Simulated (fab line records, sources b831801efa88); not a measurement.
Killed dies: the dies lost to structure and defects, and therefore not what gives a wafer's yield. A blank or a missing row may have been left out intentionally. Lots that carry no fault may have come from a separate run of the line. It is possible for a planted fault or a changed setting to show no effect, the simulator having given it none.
Which tool is to blame? + flow sky130 + 7 lots, 21 wafers sampled, at 3 steps of a route of 708

== WHAT EACH GAUGE READ, for each wafer ==
SKY_VT_ADJUST_LVTN_OVL_MEAS_07.
| lot  | measured     | on         | VT_ADJUST_LVTN_OVL (nm) |
|------|--------------|------------|-------------------------|
| L405 | day 7 05:07  | overlay-02 | -0.1 -3.2 -0.2          |
| L408 | day 8 02:13  | overlay-01 | 1.3 0.0 -0.1            |
| L413 | day 9 05:20  | overlay-02 | -1.4 -1.4 -0.8          |
| L415 | day 9 22:00  | overlay-02 | -0.8 -0.9 1.1           |
| L417 | day 10 11:58 | overlay-01 | -0.5 -0.7 0.3           |
| L420 | day 11 07:37 | overlay-02 | -2.3 -1.2 -0.4          |
| L424 | day 12 09:54 | overlay-01 | - - -                   |

== WHICH TOOL RAN EACH LOT (tool, then ch and the chambers of the sampled wafers, then the start) ==
| lot  | SKY_FIELD_ISO_ETCH_17          | SKY_VT_ADJUST_LVTN_COAT_02       |
|------|--------------------------------|----------------------------------|
| L405 | rieSi-01 ch 0,1,2, day 2 11:06 | lithoTrack-02 ch 0, day 6 19:14  |
| L408 | rieSi-02 ch 1,2,3, day 3 02:21 | lithoTrack-02 ch 0, day 7 16:02  |
| L413 | rieSi-02 ch 0,1, day 4 03:57   | lithoTrack-04 ch 0, day 8 18:41  |
| L415 | rieSi-01 ch 0,2,3, day 4 16:36 | lithoTrack-03 ch 0, day 9 11:02  |
| L417 | rieSi-02 ch 0,1, day 5 02:06   | lithoTrack-02 ch 0, day 10 00:29 |
| L420 | rieSi-02 ch 0,1,2, day 5 15:33 | lithoTrack-02 ch 0, day 10 20:26 |
| L424 | rieSi-01 ch 0,1,3, day 6 12:51 | lithoTrack-02, day 11 21:54      |
- SKY_FIELD_ISO_ETCH_17: etches Si in HBr/Cl2/O2, target depth 342 nm, time 97.7 s.
- SKY_VT_ADJUST_LVTN_COAT_02: resist thk 3000 nm.

== THE ANSWER, worked out from the rows above alone ==
Rule: the lots themselves supply what counts as usual. Put in order of their means at a reading, lots are off if they are a third of the lots or fewer, leave a main group of 4 or more, and stand apart from it by a gap of 3 or more times the standard deviation of the main group's means; of several such gaps the widest counts. A main group is skipped when, at the precision printed for the reading in the tables above, its means are all equal. Also off: a lot with no number at a reading for which 4 or more lots have one. Any other lot the step has rows for is counted as sound.
Off: L424, at SKY_VT_ADJUST_LVTN_OVL_MEAS_07 (VT_ADJUST_LVTN_OVL). Without a number there: L424. The main group: mean -0.6 nm, standard deviation 0.63.
A tool fits if, at a process step before that reading, it ran every lot that is off, and no sound lot after the first of them. Those tools and the gauges at SKY_VT_ADJUST_LVTN_OVL_MEAS_07 are tried in the same way. Can't be told from this: 3 tools fit, rieSi-01 at SKY_FIELD_ISO_ETCH_17, lithoTrack-02 at SKY_VT_ADJUST_LVTN_COAT_02, overlay-01 at SKY_VT_ADJUST_LVTN_OVL_MEAS_07.

== WHAT THE SIMULATOR HAD PUT IN ==
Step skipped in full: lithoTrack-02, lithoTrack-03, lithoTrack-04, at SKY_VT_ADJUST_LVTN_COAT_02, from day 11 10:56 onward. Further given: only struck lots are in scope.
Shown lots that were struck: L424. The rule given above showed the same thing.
